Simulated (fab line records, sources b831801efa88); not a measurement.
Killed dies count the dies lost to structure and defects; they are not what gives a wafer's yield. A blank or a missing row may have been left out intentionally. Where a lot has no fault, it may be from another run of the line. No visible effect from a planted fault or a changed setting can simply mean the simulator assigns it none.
fab line records	flow gf180mcu
record lots=24	wafers=72	last_day=34
route steps=602 shown M3@411 V3@445 MIM@503
lots with no fault: from the same line, run without faults
start_h: start of the lot's first displayed wafer, in hours after the record's first day	wait_h: hours elapsed since this lot's preceding step	" the same as in the row above	L1.1+2: one row covering several wafers at once	- value missing, or start not given	* or withheld: withheld	< > ~ a bound
route shown NAME@n: NAME is a module with steps in the file, n the number in the route of the first one	usual: mean/standard deviation taken from wafers without a fault	same: alike in all rows	chamber/n: place in a boat	sites: the reading at each site	_std_site: the values' standard deviation	_edge_site: inner sites' mean taken away from outer sites' mean	radius_mm: for every site, how far away it sits from the centre of the wafer	mask NAME#n: copy n	behind: the tool/chamber that last shaped the wafer	hold: why the lot went on hold/how many hours it stayed there/how the hold came to an end	device: the n, p or np transistor that did not switch	end of line: the tests these same wafers got at the end of their route	a step given without rows: its recipe and nothing more	killed: dies that structure and defects cost at the first sort, which is not the same as the wafer's yield	map: dies across one wafer; x = killed, . = not, _ = none there
set.NAME: the setting the step ran with; set.NAME@STEP: the setting that earlier step ran with	model.NAME: the simulator's own value behind a step, which no gauge read
a sample of lots followed through the steps of the route, with each step as a table and each wafer as a row
services: from which hour (start_h, from the record's first day; less than 0 if before it) a tool's chamber was out of use, for how many hours, and why
## steps
# step GF_M3_SPUTTER_02
# recipe material=AlCu	target_thk_nm=450	power_w=10600	time_s=23.9	chamber_pressure_pa=0.4
# usual throttle_valve_pct=29.8/1
lot.wafer	tool	chamber	start_h	wait_h	throttle_valve_pct
L074.2	pvd_sputter-02	-	468.33	0.0	28.6
L074.4	"	-	"	"	28.7
L074.5	"	-	"	"	30.6
L075.1	pvd_sputter-02	-	485.72	0.0	28.3
L075.2	"	-	"	"	29.5
L075.5	"	-	"	"	29.4
L076.2	pvd_sputter-02	-	491.55	0.0	28.9
L076.5	"	-	"	"	28.6
L076.6	"	-	"	"	30.8
L077.2	pvd_sputter-04	-	501.82	0.0	29.5
L077.3	"	-	"	"	30.6
L077.5	"	-	"	"	30.7
L078.1	pvd_sputter-04	-	508.21	0.0	32.1
L078.5	"	-	"	"	30.5
L078.6	"	-	"	"	29.6
L079.3	pvd_sputter-04	-	523.63	0.0	30.3
L079.4	"	-	"	"	31.8
L079.6	"	-	"	"	28.5
L080.1	pvd_sputter-02	-	526.49	0.0	28.7
L080.2	"	-	"	"	29.5
L080.5	"	-	"	"	28.5
L081.1	pvd_sputter-02	-	547.22	0.0	31.0
L081.2	"	-	"	"	29.4
L081.3	"	-	"	"	28.9
L082.4	pvd_sputter-04	-	553.28	0.0	28.6
L082.5	"	-	"	"	29.6
L082.6	"	-	"	"	28.4
L083.4	pvd_sputter-02	-	555.32	0.0	29.3
L083.5	"	-	"	"	29.3
L083.6	"	-	"	"	28.7
L084.4	pvd_sputter-01	-	565.62	0.0	31.3
L084.5	"	-	"	"	29.4
L084.6	"	-	"	"	31.1
L085.3	pvd_sputter-01	-	567.59	0.0	29.7
L085.4	"	-	"	"	30.4
L085.5	"	-	"	"	30.7
L086.1	pvd_sputter-01	-	580.12	0.0	31.4
L086.4	"	-	"	"	29.5
L086.5	"	-	"	"	30.7
L087.1	pvd_sputter-04	-	589.17	0.0	29.5
L087.2	"	-	"	"	31.6
L087.3	"	-	"	"	28.4
L088.2	pvd_sputter-02	-	596.75	0.0	30.6
L088.3	"	-	"	"	28.8
L088.6	"	-	"	"	28.8
L089.1	pvd_sputter-04	-	601.37	0.0	28.5
L089.4	"	-	"	"	30.2
L089.5	"	-	"	"	30.3
L090.1	pvd_sputter-01	-	610.35	0.0	31.0
L090.5	"	-	"	"	29.5
L090.6	"	-	"	"	29.6
L091.2	pvd_sputter-01	-	615.58	0.0	29.6
L091.3	"	-	"	"	29.6
L091.4	"	-	"	"	31.2
L092.1	pvd_sputter-02	-	626.59	0.0	28.8
L092.2	"	-	"	"	29.3
L092.6	"	-	"	"	30.8
L093.4	pvd_sputter-04	-	630.50	0.0	28.5
L093.5	"	-	"	"	29.6
L093.6	"	-	"	"	31.4
L094.1	pvd_sputter-01	-	636.95	0.0	30.8
L094.3	"	-	"	"	29.1
L094.6	"	-	"	"	29.4
L095.2	pvd_sputter-01	-	647.69	0.0	30.9
L095.3	"	-	"	"	29.0
L095.5	"	-	"	"	30.8
L096.2	pvd_sputter-02	-	650.12	0.0	28.7
L096.3	"	-	"	"	28.7
L096.6	"	-	"	"	28.3
L097.2	pvd_sputter-04	-	655.23	0.0	28.2
L097.3	"	-	"	"	31.7
L097.6	"	-	"	"	31.7
# step GF_M3_CD_MEAS_14
# recipe target_cd_nm=280
# usual cd_nm=279.7/1.2
lot.wafer	tool	chamber	start_h	wait_h	cd_nm
L074.2	cd_sem-02	-	492.95	0.1	279.7
L074.4	"	-	"	"	279.5
L074.5	"	-	"	"	279.3
L075.1	cd_sem-02	-	510.03	0.1	279.1
L075.2	"	-	"	"	279.4
L075.5	"	-	"	"	278.8
L076.2	cd_sem-02	-	515.55	0.1	278.0
L076.5	"	-	"	"	277.3
L076.6	"	-	"	"	278.7
L077.2	cd_sem-01	-	525.78	0.1	280.3
L077.3	"	-	"	"	280.2
L077.5	"	-	"	"	281.0
L078.1	cd_sem-02	-	532.31	0.1	281.4
L078.5	"	-	"	"	282.4
L078.6	"	-	"	"	281.4
L079.3	cd_sem-02	-	546.25	0.1	280.3
L079.4	"	-	"	"	280.0
L079.6	"	-	"	"	280.8
L080.1	cd_sem-02	-	549.01	0.1	282.0
L080.2	"	-	"	"	280.9
L080.5	"	-	"	"	281.7
L081.1	cd_sem-02	-	569.66	0.1	279.5
L081.2	"	-	"	"	279.8
L081.3	"	-	"	"	280.1
L082.4	cd_sem-02	-	575.44	0.1	280.1
L082.5	"	-	"	"	279.8
L082.6	"	-	"	"	281.6
L083.4	cd_sem-01	-	577.77	0.1	279.0
L083.5	"	-	"	"	280.1
L083.6	"	-	"	"	279.0
L084.4	cd_sem-01	-	587.84	0.1	279.3
L084.5	"	-	"	"	279.8
L084.6	"	-	"	"	278.0
L085.3	cd_sem-01	-	589.37	0.1	279.5
L085.4	"	-	"	"	278.8
L085.5	"	-	"	"	280.0
L086.1	cd_sem-02	-	601.63	0.1	279.1
L086.4	"	-	"	"	280.5
L086.5	"	-	"	"	278.9
L087.1	cd_sem-02	-	610.98	0.1	278.9
L087.2	"	-	"	"	279.3
L087.3	"	-	"	"	279.0
L088.2	cd_sem-02	-	618.20	0.1	281.5
L088.3	"	-	"	"	279.9
L088.6	"	-	"	"	279.5
L089.1	cd_sem-02	-	622.43	0.1	278.7
L089.4	"	-	"	"	279.7
L089.5	"	-	"	"	278.0
L090.1	cd_sem-02	-	630.93	0.2	276.0
L090.5	"	-	"	"	275.6
L090.6	"	-	"	"	275.6
L091.2	cd_sem-02	-	636.03	0.1	279.7
L091.3	"	-	"	"	280.4
L091.4	"	-	"	"	280.4
L092.1	cd_sem-02	-	646.79	0.2	280.4
L092.2	"	-	"	"	279.5
L092.6	"	-	"	"	279.5
L093.4	cd_sem-02	-	650.90	0.1	279.6
L093.5	"	-	"	"	280.0
L093.6	"	-	"	"	279.9
L094.1	cd_sem-02	-	656.82	0.3	279.1
L094.3	"	-	"	"	279.6
L094.6	"	-	"	"	279.1
L095.2	cd_sem-02	-	667.15	0.2	279.3
L095.3	"	-	"	"	281.3
L095.5	"	-	"	"	280.4
L096.2	cd_sem-02	-	669.82	0.2	279.1
L096.3	"	-	"	"	279.5
L096.6	"	-	"	"	279.9
L097.2	cd_sem-02	-	674.56	0.1	281.0
L097.3	"	-	"	"	280.9
L097.6	"	-	"	"	281.2
# step GF_V3_ETCH_16
# recipe chemistry=N2/H2	target_depth_a=withheld	overetch_a=withheld	time_s=withheld	target=BARC	ion_energy_ev=200	source_w=500	bias_w=100	pressure_mtorr=30	n2_flow_sccm=100	h2_flow_sccm=200
# usual chamber_pressure_mTorr=29.997/0.028	drypump_motor_current_A=5.8/0.54	oes_product_au=0.855/0.0049	throttle_valve_pct=13.225/0.0092
lot.wafer	tool	chamber	start_h	wait_h	chamber_pressure_mTorr	drypump_motor_current_A	oes_product_au	throttle_valve_pct
L074.2	rie_diel-04	2	518.23	0.0	29.988	5.0	0.847	13.242
L074.4	"	0	"	"	29.989	6.1	0.863	13.212
L074.5	"	2	"	"	29.987	5.0	0.851	13.238
L075.1	rie_diel-04	2	534.98	0.0	30.035	5.1	0.856	13.237
L075.2	"	3	"	"	30.008	6.5	0.863	13.231
L075.5	"	3	"	"	29.980	6.5	0.852	13.230
L076.2	rie_diel-04	1	540.43	0.0	30.026	5.5	0.853	13.227
L076.5	"	1	"	"	29.954	5.5	0.861	13.228
L076.6	"	0	"	"	30.015	6.1	0.858	13.224
L077.2	rie_diel-01	2	550.18	0.0	29.953	6.4	0.853	13.236
L077.3	"	3	"	"	29.966	5.5	0.867	13.210
L077.5	"	1	"	"	30.013	6.1	0.854	13.216
L078.1	rie_diel-02	1	556.88	0.0	30.044	6.4	0.859	13.234
L078.5	"	3	"	"	29.991	5.1	0.857	13.210
L078.6	"	1	"	"	30.012	6.5	0.856	13.210
L079.3	rie_diel-04	3	569.88	0.0	30.018	6.5	0.859	13.223
L079.4	"	0	"	"	29.972	6.2	0.857	13.229
L079.6	"	1	"	"	29.959	5.5	0.849	13.227
L080.1	rie_diel-01	3	573.18	0.0	30.026	5.5	0.854	13.212
L080.2	"	1	"	"	30.002	6.1	0.857	13.216
L080.5	"	2	"	"	30.003	6.4	0.858	13.216
L081.1	rie_diel-04	0	592.53	0.0	29.991	6.1	0.854	13.227
L081.2	"	3	"	"	29.998	6.5	0.861	13.217
L081.3	"	1	"	"	29.987	5.5	0.859	13.233
L082.4	rie_diel-02	2	598.55	0.0	29.965	5.2	0.869	13.227
L082.5	"	3	"	"	30.007	5.1	0.863	13.217
L082.6	"	2	"	"	29.964	5.2	0.854	13.230
L083.4	rie_diel-01	0	599.93	0.0	30.029	5.6	0.855	13.222
L083.5	"	3	"	"	30.013	5.5	0.859	13.243
L083.6	"	2	"	"	29.995	6.4	0.859	13.244
L084.4	rie_diel-04	2	610.60	0.0	30.010	5.0	0.850	13.220
L084.5	"	1	"	"	29.993	5.5	0.852	13.221
L084.6	"	0	"	"	29.941	6.2	0.860	13.231
L085.3	rie_diel-01	1	612.73	0.0	29.919	6.1	0.855	13.227
L085.4	"	2	"	"	29.998	6.4	0.857	13.209
L085.5	"	2	"	"	29.948	6.4	0.861	13.226
L086.1	rie_diel-04	3	624.13	0.0	29.966	6.5	0.856	13.228
L086.4	"	0	"	"	30.020	6.1	0.859	13.220
L086.5	"	1	"	"	30.036	5.5	0.848	13.215
L087.1	rie_diel-04	0	633.69	0.0	29.987	6.2	0.851	13.240
L087.2	"	1	"	"	30.018	5.5	0.848	13.237
L087.3	"	3	"	"	30.015	6.5	0.850	13.228
L088.2	rie_diel-02	2	642.78	0.0	30.024	5.2	0.844	13.221
L088.3	"	3	"	"	30.015	5.2	0.851	13.220
L088.6	"	2	"	"	29.979	5.2	0.851	13.219
L089.1	rie_diel-02	0	644.38	0.0	30.006	5.9	0.858	13.236
L089.4	"	2	"	"	30.028	5.2	0.851	13.238
L089.5	"	2	"	"	30.041	5.2	0.856	13.221
L090.1	rie_diel-04	0	652.70	0.0	29.997	6.1	0.858	13.238
L090.5	"	1	"	"	30.030	5.5	0.855	13.218
L090.6	"	2	"	"	30.013	5.1	0.852	13.245
L091.2	rie_diel-04	2	657.58	0.0	30.012	5.1	0.850	13.220
L091.3	"	1	"	"	30.013	5.5	0.852	13.230
L091.4	"	3	"	"	30.005	6.5	0.859	13.216
L092.1	rie_diel-02	0	668.72	0.0	30.026	5.9	0.858	13.232
L092.2	"	1	"	"	30.051	6.5	0.851	13.216
L092.6	"	0	"	"	29.965	5.9	0.855	13.228
L093.4	rie_diel-04	3	671.74	0.0	29.966	6.5	0.853	13.240
L093.5	"	2	"	"	30.031	5.0	0.857	13.211
L093.6	"	1	"	"	30.004	5.5	0.856	13.224
L094.1	rie_diel-04	2	677.53	0.0	29.949	5.0	0.856	13.238
L094.3	"	0	"	"	30.008	6.2	0.850	13.243
L094.6	"	1	"	"	29.980	5.5	0.853	13.231
L095.2	rie_diel-01	1	687.88	0.0	29.964	6.1	0.856	13.230
L095.3	"	2	"	"	29.971	6.5	0.850	13.216
L095.5	"	2	"	"	30.024	6.4	0.855	13.239
L096.2	rie_diel-02	3	690.48	0.0	29.972	5.2	0.860	13.229
L096.3	"	1	"	"	29.967	6.5	0.854	13.241
L096.6	"	2	"	"	29.987	5.2	0.850	13.225
L097.2	rie_diel-04	3	695.33	0.0	30.042	6.5	0.860	13.224
L097.3	"	2	"	"	29.949	5.0	0.853	13.241
L097.6	"	3	"	"	29.978	6.5	0.852	13.213
# step GF_V3_SPUTTER_21
# recipe material=Ti	target_thk_nm=15	chamber_pressure_pa=5	power_w=2500	substrate_temp_c=200	time_s=80.02
# usual throttle_valve_pct=29.7/0.81
lot.wafer	tool	chamber	start_h	wait_h	throttle_valve_pct
L074.2	pvd_sputter-03	-	518.93	0.0	30.0
L074.4	"	-	"	"	28.9
L074.5	"	-	"	"	28.8
L075.1	pvd_sputter-02	-	535.64	0.0	28.6
L075.2	"	-	"	"	30.8
L075.5	"	-	"	"	29.5
L076.2	pvd_sputter-01	-	541.13	0.0	31.3
L076.5	"	-	"	"	29.5
L076.6	"	-	"	"	31.2
L077.2	pvd_sputter-01	-	550.85	0.0	30.6
L077.3	"	-	"	"	29.5
L077.5	"	-	"	"	29.4
L078.1	pvd_sputter-03	-	557.55	0.0	28.8
L078.5	"	-	"	"	30.0
L078.6	"	-	"	"	29.9
L079.3	pvd_sputter-02	-	570.58	0.0	31.1
L079.4	"	-	"	"	29.4
L079.6	"	-	"	"	30.7
L080.1	pvd_sputter-02	-	573.88	0.0	29.4
L080.2	"	-	"	"	30.5
L080.5	"	-	"	"	28.8
L081.1	pvd_sputter-01	-	593.19	0.0	30.9
L081.2	"	-	"	"	30.7
L081.3	"	-	"	"	29.3
L082.4	pvd_sputter-03	-	599.25	0.0	29.1
L082.5	"	-	"	"	29.2
L082.6	"	-	"	"	29.0
L083.4	pvd_sputter-02	-	600.59	0.0	29.5
L083.5	"	-	"	"	30.6
L083.6	"	-	"	"	28.6
L084.4	pvd_sputter-02	-	611.27	0.0	28.7
L084.5	"	-	"	"	30.9
L084.6	"	-	"	"	28.5
L085.3	pvd_sputter-01	-	613.40	0.0	30.7
L085.4	"	-	"	"	29.5
L085.5	"	-	"	"	29.4
L086.1	pvd_sputter-02	-	624.83	0.0	29.7
L086.4	"	-	"	"	28.6
L086.5	"	-	"	"	29.6
L087.1	pvd_sputter-02	-	634.39	0.0	30.6
L087.2	"	-	"	"	28.6
L087.3	"	-	"	"	29.7
L088.2	pvd_sputter-01	-	643.85	0.0	29.5
L088.3	"	-	"	"	29.4
L088.6	"	-	"	"	29.8
L089.1	pvd_sputter-03	-	645.46	0.0	28.9
L089.4	"	-	"	"	30.1
L089.5	"	-	"	"	28.9
L090.1	pvd_sputter-01	-	653.37	0.0	29.5
L090.5	"	-	"	"	30.9
L090.6	"	-	"	"	29.4
L091.2	pvd_sputter-03	-	658.27	0.0	29.4
L091.3	"	-	"	"	30.2
L091.4	"	-	"	"	30.0
L092.1	pvd_sputter-03	-	669.44	0.0	28.7
L092.2	"	-	"	"	29.8
L092.6	"	-	"	"	29.8
L093.4	pvd_sputter-01	-	672.40	0.0	30.6
L093.5	"	-	"	"	31.2
L093.6	"	-	"	"	29.6
L094.1	pvd_sputter-03	-	678.19	0.0	30.3
L094.3	"	-	"	"	29.0
L094.6	"	-	"	"	30.1
L095.2	pvd_sputter-03	-	688.56	0.0	29.9
L095.3	"	-	"	"	29.4
L095.5	"	-	"	"	29.0
L096.2	pvd_sputter-01	-	691.15	0.0	29.4
L096.3	"	-	"	"	30.8
L096.6	"	-	"	"	29.2
L097.2	pvd_sputter-03	-	696.03	0.0	28.7
L097.3	"	-	"	"	29.2
L097.6	"	-	"	"	30.1
# step GF_MIM_SPUTTER_00
# recipe material=Ti	target_thk_nm=37.5	arriving_ion_energy_ev=80	substrate_temp_c=200	chamber_pressure_pa=2	power_w=4000	time_s=150
# usual throttle_valve_pct=29.8/0.98
lot.wafer	tool	chamber	start_h	wait_h	throttle_valve_pct
L074.2	pvd_sputter-02	-	568.45	0.2	28.6
L074.4	"	-	"	"	29.4
L074.5	"	-	"	"	29.1
L075.1	pvd_sputter-02	-	583.97	0.2	30.8
L075.2	"	-	"	"	29.5
L075.5	"	-	"	"	28.7
L076.2	pvd_sputter-02	-	589.90	0.2	28.8
L076.5	"	-	"	"	28.9
L076.6	"	-	"	"	30.6
L077.2	pvd_sputter-04	-	598.63	0.1	30.6
L077.3	"	-	"	"	28.6
L077.5	"	-	"	"	31.8
L078.1	pvd_sputter-01	-	604.77	0.1	29.5
L078.5	"	-	"	"	30.4
L078.6	"	-	"	"	29.4
L079.3	pvd_sputter-02	-	617.45	0.1	30.7
L079.4	"	-	"	"	28.8
L079.6	"	-	"	"	29.5
L080.1	pvd_sputter-04	-	621.14	0.1	29.6
L080.2	"	-	"	"	30.5
L080.5	"	-	"	"	28.4
L081.1	pvd_sputter-01	-	638.94	0.1	30.7
L081.2	"	-	"	"	29.5
L081.3	"	-	"	"	31.1
L082.4	pvd_sputter-02	-	644.99	0.3	29.7
L082.5	"	-	"	"	28.5
L082.6	"	-	"	"	30.9
L083.4	pvd_sputter-02	-	646.93	0.2	29.5
L083.5	"	-	"	"	30.5
L083.6	"	-	"	"	28.8
L084.4	pvd_sputter-01	-	655.21	0.2	30.9
L084.5	"	-	"	"	29.3
L084.6	"	-	"	"	29.6
L085.3	pvd_sputter-04	-	658.69	0.2	31.6
L085.4	"	-	"	"	29.6
L085.5	"	-	"	"	28.3
L086.1	pvd_sputter-01	-	668.35	0.2	30.8
L086.4	"	-	"	"	31.3
L086.5	"	-	"	"	30.9
L087.1	pvd_sputter-02	-	677.37	0.1	28.7
L087.2	"	-	"	"	30.7
L087.3	"	-	"	"	29.6
L088.2	pvd_sputter-01	-	686.85	0.1	31.0
L088.3	"	-	"	"	29.4
L088.6	"	-	"	"	29.2
L089.1	pvd_sputter-02	-	688.03	0.2	29.4
L089.4	"	-	"	"	28.4
L089.5	"	-	"	"	29.7
L090.1	pvd_sputter-01	-	695.99	0.1	31.1
L090.5	"	-	"	"	30.9
L090.6	"	-	"	"	30.9
L091.2	pvd_sputter-04	-	700.78	0.1	30.3
L091.3	"	-	"	"	28.6
L091.4	"	-	"	"	31.8
L092.1	pvd_sputter-01	-	711.99	0.1	30.5
L092.2	"	-	"	"	29.4
L092.6	"	-	"	"	29.4
L093.4	pvd_sputter-01	-	714.09	0.2	31.2
L093.5	"	-	"	"	29.6
L093.6	"	-	"	"	29.7
L094.1	pvd_sputter-02	-	720.08	0.2	28.8
L094.3	"	-	"	"	29.4
L094.6	"	-	"	"	30.8
L095.2	pvd_sputter-04	-	729.44	0.2	28.7
L095.3	"	-	"	"	31.4
L095.5	"	-	"	"	29.7
L096.2	pvd_sputter-02	-	731.31	0.2	28.7
L096.3	"	-	"	"	29.5
L096.6	"	-	"	"	28.6
L097.2	pvd_sputter-01	-	736.65	0.1	30.6
L097.3	"	-	"	"	29.4
L097.6	"	-	"	"	31.1
# step GF_MIM_SPUTTER_04
# recipe material=TiN	target_thk_nm=50	power_w=6500	time_s=41.7	chamber_pressure_pa=0.4
# usual throttle_valve_pct=29.8/1
lot.wafer	tool	chamber	start_h	wait_h	throttle_valve_pct
L074.2	pvd_sputter-02	-	568.63	0.0	28.5
L074.4	"	-	"	"	29.4
L074.5	"	-	"	"	29.3
L075.1	pvd_sputter-02	-	584.15	0.0	30.4
L075.2	"	-	"	"	29.6
L075.5	"	-	"	"	28.6
L076.2	pvd_sputter-02	-	590.08	0.0	28.6
L076.5	"	-	"	"	28.5
L076.6	"	-	"	"	30.7
L077.2	pvd_sputter-04	-	598.81	0.0	30.6
L077.3	"	-	"	"	28.7
L077.5	"	-	"	"	31.7
L078.1	pvd_sputter-01	-	604.95	0.0	29.4
L078.5	"	-	"	"	30.6
L078.6	"	-	"	"	29.3
L079.3	pvd_sputter-02	-	617.65	0.0	30.5
L079.4	"	-	"	"	28.6
L079.6	"	-	"	"	29.4
L080.1	pvd_sputter-04	-	621.32	0.0	29.4
L080.2	"	-	"	"	30.4
L080.5	"	-	"	"	28.4
L081.1	pvd_sputter-01	-	639.12	0.0	30.7
L081.2	"	-	"	"	29.3
L081.3	"	-	"	"	31.3
L082.4	pvd_sputter-02	-	645.16	0.0	29.9
L082.5	"	-	"	"	28.2
L082.6	"	-	"	"	30.7
L083.4	pvd_sputter-02	-	647.10	0.0	29.5
L083.5	"	-	"	"	30.4
L083.6	"	-	"	"	28.7
L084.4	pvd_sputter-01	-	655.36	0.0	31.3
L084.5	"	-	"	"	29.7
L084.6	"	-	"	"	29.4
L085.3	pvd_sputter-04	-	658.87	0.0	31.5
L085.4	"	-	"	"	29.7
L085.5	"	-	"	"	28.4
L086.1	pvd_sputter-01	-	668.53	0.0	30.9
L086.4	"	-	"	"	31.1
L086.5	"	-	"	"	30.5
L087.1	pvd_sputter-02	-	677.57	0.0	28.6
L087.2	"	-	"	"	30.7
L087.3	"	-	"	"	29.7
L088.2	pvd_sputter-01	-	687.03	0.0	31.2
L088.3	"	-	"	"	29.5
L088.6	"	-	"	"	29.4
L089.1	pvd_sputter-02	-	688.21	0.0	29.3
L089.4	"	-	"	"	28.6
L089.5	"	-	"	"	29.7
L090.1	pvd_sputter-01	-	696.17	0.0	31.2
L090.5	"	-	"	"	30.8
L090.6	"	-	"	"	31.2
L091.2	pvd_sputter-04	-	700.96	0.0	30.5
L091.3	"	-	"	"	28.5
L091.4	"	-	"	"	31.7
L092.1	pvd_sputter-01	-	712.17	0.0	30.8
L092.2	"	-	"	"	29.4
L092.6	"	-	"	"	29.6
L093.4	pvd_sputter-01	-	714.27	0.0	31.3
L093.5	"	-	"	"	29.4
L093.6	"	-	"	"	29.7
L094.1	pvd_sputter-02	-	720.26	0.0	28.4
L094.3	"	-	"	"	29.5
L094.6	"	-	"	"	30.7
L095.2	pvd_sputter-04	-	729.62	0.0	28.6
L095.3	"	-	"	"	31.7
L095.5	"	-	"	"	29.3
L096.2	pvd_sputter-02	-	731.50	0.0	28.7
L096.3	"	-	"	"	29.3
L096.6	"	-	"	"	28.7
L097.2	pvd_sputter-01	-	736.83	0.0	30.9
L097.3	"	-	"	"	29.5
L097.6	"	-	"	"	31.0
## services
tool	chamber	start_h	hours	kind
rie_diel-02	0	446.17	6.5	repair
rie_diel-01	-	466.31	0.8	repair
pvd_sputter-04	-	467.95	7.3	repair
rie_diel-01	0	470.30	4.4	repair
pvd_sputter-02	-	501.20	6.2	repair
pvd_sputter-01	-	515.94	5.4	repair
rie_diel-01	0	522.26	6.4	repair
pvd_sputter-02	-	523.85	1.9	repair
pvd_sputter-04	-	531.03	1.6	repair
rie_diel-02	0	539.27	20.4	repair
pvd_sputter-03	-	547.42	4.6	repair
pvd_sputter-01	-	551.28	1.9	repair
rie_diel-01	-	555.81	2.8	pm
rie_diel-04	1	560.17	3.2	repair
pvd_sputter-04	-	564.83	1.8	repair
pvd_sputter-04	-	590.46	1.1	repair
rie_diel-02	1	595.25	41.6	repair
rie_diel-02	0	595.28	5.0	repair
pvd_sputter-01	-	651.47	0.9	repair
rie_diel-02	2	663.61	8.3	repair
pvd_sputter-04	-	672.94	2.2	repair
pvd_sputter-01	-	679.36	6.0	repair
rie_diel-02	1	713.04	4.9	repair
rie_diel-02	-	730.64	2.0	repair
## key
fault none
